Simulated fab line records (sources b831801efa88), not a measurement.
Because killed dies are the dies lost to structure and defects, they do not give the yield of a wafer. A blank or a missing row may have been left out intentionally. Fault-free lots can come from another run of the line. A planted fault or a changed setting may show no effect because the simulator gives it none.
Which of the tools did it? ; flow gf180mcu ; 21 wafers sampled from 7 lots at 1 step of a route of 602

## WHAT THE GAUGES SHOWED, per wafer
GF_POLY_GATE_THK_MEAS_17.
lot;measured;on;POLY_GATE_OXIDATION_THK (nm)
L554;day 9 19:45;film metro-01;3.94 3.96 4.03
L558;day 10 23:07;film metro-01;4.08 4.04 4.01
L560;day 11 12:46;film metro-04;3.91 3.98 3.86
L563;day 12 14:13;film metro-01;3.95 3.95 3.96
L570;day 14 23:30;film metro-04;3.98 3.97 3.96
L572;day 15 12:55;film metro-01;4.00 3.95 4.00
L575;day 16 03:08;film metro-03;3.93 3.93 3.90

## WHAT TOOL EACH LOT RAN ON (gives the tool, then ch and the chambers of the sampled wafers, and finally the start)
The record shows no process step preceding these readings.

## THE ANSWER, worked out from the rows above alone
Rule: the usual values come from the lots themselves. The widest of any qualifying gaps counts: lots, ordered by their means at a reading, are off when they make up no more than a third of the lots, leave a main group of 4 or more, and stand apart from it by 3 or more times the standard deviation of that group's means. A main group whose means are all the same, to the digits that the tables above print for the reading, isn't used. Also off: a lot with no number at a reading for which 4 or more lots have one. All remaining lots with rows at the step are treated as sound.
No lot is off on any of the readings shown, so nothing can be concluded from this.

## WHAT THE SIMULATOR HAD INSERTED
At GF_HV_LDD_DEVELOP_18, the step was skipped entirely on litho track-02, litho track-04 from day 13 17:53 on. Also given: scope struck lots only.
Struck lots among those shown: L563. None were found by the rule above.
